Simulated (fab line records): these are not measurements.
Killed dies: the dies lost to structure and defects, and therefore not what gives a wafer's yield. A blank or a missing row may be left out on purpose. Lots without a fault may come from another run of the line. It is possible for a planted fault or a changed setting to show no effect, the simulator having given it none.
Code-filled problem report in 8D (eight disciplines) form / flow sky130 / the parts of the form that need people (team, actions taken, sign-off) are left out

1. THE PROBLEM
killedAtContacts at SKY_PAD_OPEN_PROBE_99 reads a mean of 84 on 3 wafers of 2 lots; wafers without a fault read 25 with a standard deviation of 5.1. Measured from the usual mean, that is +12 standard deviations.
First observed at day 49 20:24: wafer L515.2, on prober-02. At this step, 6 wafers from 2 lots have a number in the record. The rule behind "out" and "out of limits": a value lying over 4 standard deviations away from the usual mean. Any other wafer with a number is counted as sound.

2. WHAT IT IS, WHAT IT ISN'T
question=which readings at this step | is=killedAtContacts, killedDies | is not=killed_at_M0_to_M3, killed_at_M4_up, killedAtFrontEnd, killedAtOther, killedShort
question=which lots | is=L515, L517 | is not=-
question=which wafers of those lots | is=L515.2, L515.6, L517.2 | is not=L515.1, L517.1, L517.4
question=read on which tools | is=prober-02 | is not=-
question=when | is=from day 49 20:24 | is not=up to then (1 sound wafer); but 2 sound wafers of L517 came after

3. THE SUSPECTS, EACH WITH WHAT RULES IT OUT
Counting: any tool at a process step up to the reading remains a suspect provided it ran every lot that is out. Sound lots after the first of them don't rule it out here, since some wafers of a struck lot are sound.
- plasmaAsher-01 at SKY_LOCAL_INTERCONNECT_STRIP_15 (strips in O2/N2): kept. It ran every lot that is out, first L515 (day 35 23:01).
- prober-02 at SKY_PAD_OPEN_PROBE_99: kept. It ran every lot that is out, first L515 (day 49 20:21). Its own killedAtContacts, killedDies readings are out on those wafers.
- The sound lot-mates ran in chamber 0 of plasmaAsher-01 at SKY_LOCAL_INTERCONNECT_STRIP_15, but the wafers that are out ran in chamber 1.
What counting leaves: plasmaAsher-01 at SKY_LOCAL_INTERCONNECT_STRIP_15 and prober-02 at SKY_PAD_OPEN_PROBE_99.

4. THE CAUSE (what the simulator had put in)
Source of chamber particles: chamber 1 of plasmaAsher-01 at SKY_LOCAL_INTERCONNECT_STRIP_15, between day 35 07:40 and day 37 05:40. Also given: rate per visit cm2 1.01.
This tool is one of the 2 suspects left after counting.

5. THE EFFECT CHAIN, in route order
Each row: a reading where the mean over the struck wafers with a number is more than 3 standard deviations away from the usual. Scope: only readings with a usual standard deviation given in the record; hours: median across lots of the time from each lot's start at the first step in this table that gives one to its start at this step; sigmas: change in usual standard deviations.
hours=0; step=SKY_PAD_OPEN_PROBE_99; reading=killedAtContacts; usual=25; on struck wafers=84; change=+59; sigmas=+12
hours=0; step=SKY_PAD_OPEN_PROBE_99; reading=killedDies; usual=87; on struck wafers=144; change=+57; sigmas=+6.3
Here are the process steps it includes:
- SKY_PAD_OPEN_PROBE_99

6. HOW IT WOULD HAVE BEEN CAUGHT EARLIER
In this record the first reading out of limits was taken at day 49 20:24, 349 hours after the fault began at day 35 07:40.
No tool reading at SKY_LOCAL_INTERCONNECT_STRIP_15 that has a usual standard deviation in the record was out on any struck wafer, so an alarm limit of 4 standard deviations on those readings would not have fired.
By day 49 20:24 the whole set of lots that are out, 2 in number, had already begun SKY_LOCAL_INTERCONNECT_STRIP_15 on plasmaAsher-01. Holding the tool at that point would not have protected any of them.
